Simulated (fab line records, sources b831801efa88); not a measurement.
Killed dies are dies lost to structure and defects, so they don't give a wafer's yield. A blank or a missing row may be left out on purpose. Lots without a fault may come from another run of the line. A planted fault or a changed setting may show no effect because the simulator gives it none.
A struck lot beside a sound one | flow sky130 | 15 steps out of a route of 708
Sound: wafers L549.1, L549.2, L549.5. Struck: wafers L553.3, L553.5, L553.6. The cause comes at the end.
At each step with rows: each side's tool, then ch and its chambers, then its first start. Under that, the readings that differ: sound wafers | struck wafers | difference of the means | sigmas: that difference in standard deviations of wafers without a fault.
alike: readings whose means differ by less than 2 such deviations, and words and numbers that are the same on both sides. not compared: withheld readings, readings that some wafer has no value for, bounds like >300 that may hide the same value, and numbers for which the record gives no deviation and whose values overlap.
The two part at a step that has a row with sigmas, a row that says differs or no value, or rows on one side only. Numbers that don't overlap but have no deviation are shown without sigmas and don't part them. A reading that every wafer of one side lacks parts them only if that side has two wafers or more.

first, 7 steps without rows for these wafers: SKY_LDD_N_DEHYDRATE_00 (time 60 s); SKY_LDD_N_HMDS_01 (prime time 60 s); SKY_LDD_N_COAT_02 (resist thk 296.5 nm); SKY_LDD_N_SOFTBAKE_03 (time 60 s); SKY_LDD_N_EXPOSE_04 (exposes mask NTM, target cd 840 nm); SKY_LDD_N_PEB_05; SKY_LDD_N_DEVELOP_06 (develop time 60 s).
SKY_LDD_N_OVL_MEAS_07:
  sound on overlay-02, day 21 04:25; struck on overlay-02, day 22 14:20
  alike: LDD_N_OVL
then, 4 steps without rows for these wafers: SKY_LDD_N_IMPLANT_08; SKY_LDD_N_IMPLANT_09; SKY_LDD_N_IMPLANT_10; SKY_LDD_N_IMPLANT_11.
SKY_LDD_N_IMPLANT_12:
  sound on implanter-04 ch 0, day 21 05:03; struck on implanter-04 ch 0, day 22 15:00
  reading            | sound                         | struck                       | difference | sigmas
  dose_ions_cm2      | 4.987e+12 5.001e+12 4.996e+12 | 9.78e+12 9.783e+12 9.776e+12 | +4.78e+12  | +99 or more
  faraday_current_uA | 29.4 28.9 28.7                | 56.7 56.2 55.6               | +27.2      | +49
then, 1 step without rows for these wafers: SKY_LDD_N_IMPLANT_13.
-- the record jumps here: 26 days lie between the struck wafers' starts before and after (it left off in module LDD_N and takes up again in module PAD_OPEN, whose first step shown is number 708 of the route) --
SKY_PAD_OPEN_PROBE_99:
  sound on prober-01, day 47 21:57; struck on prober-01, day 48 19:41
  reading                                   | sound               | struck               | difference | sigmas
  model.etest.nfet_01v8_lvt.drive_ua_um     | 572.6 590.5 581.4   | 534.8 550.3 556.7    | -34.2      |
  model.etest.nfet_01v8.r_on_ohm_um         | 838 827.7 831.3     | 870.4 848.5 854.1    | +25.3      |
  model.etest.nfet_01v8.drive_ua_um         | 505.8 518.6 507.8   | 479.5 488.1 493.3    | -23.8      |
  model.etest.nfet_01v8_swapped.drive_ua_um | 502.9 518.2 512     | 477.6 488.1 493.1    | -24.8      |
  model.etest.tip_n.rs_ohm_sq               | 447.5 446.9 448.7   | 449.2 450.3 450.8    | +2.4       |
  model.etest.nfet_01v8_lvt.vt_sat_v (V)    | 0.5366 0.523 0.5286 | 0.6293 0.6109 0.6086 | +0.0869    |
  not compared: model.etest.sram_nfet_pass.drive_ua_um, model.etest.nfet_01v8.off_log10_a_um

WHERE THEY PART
Only at SKY_LDD_N_IMPLANT_12, within this record.

WHY: what the simulator had put in
Process parameter drift: implanter-04, from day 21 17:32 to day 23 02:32, at SKY_LDD_N_IMPLANT_12. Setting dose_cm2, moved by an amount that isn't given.
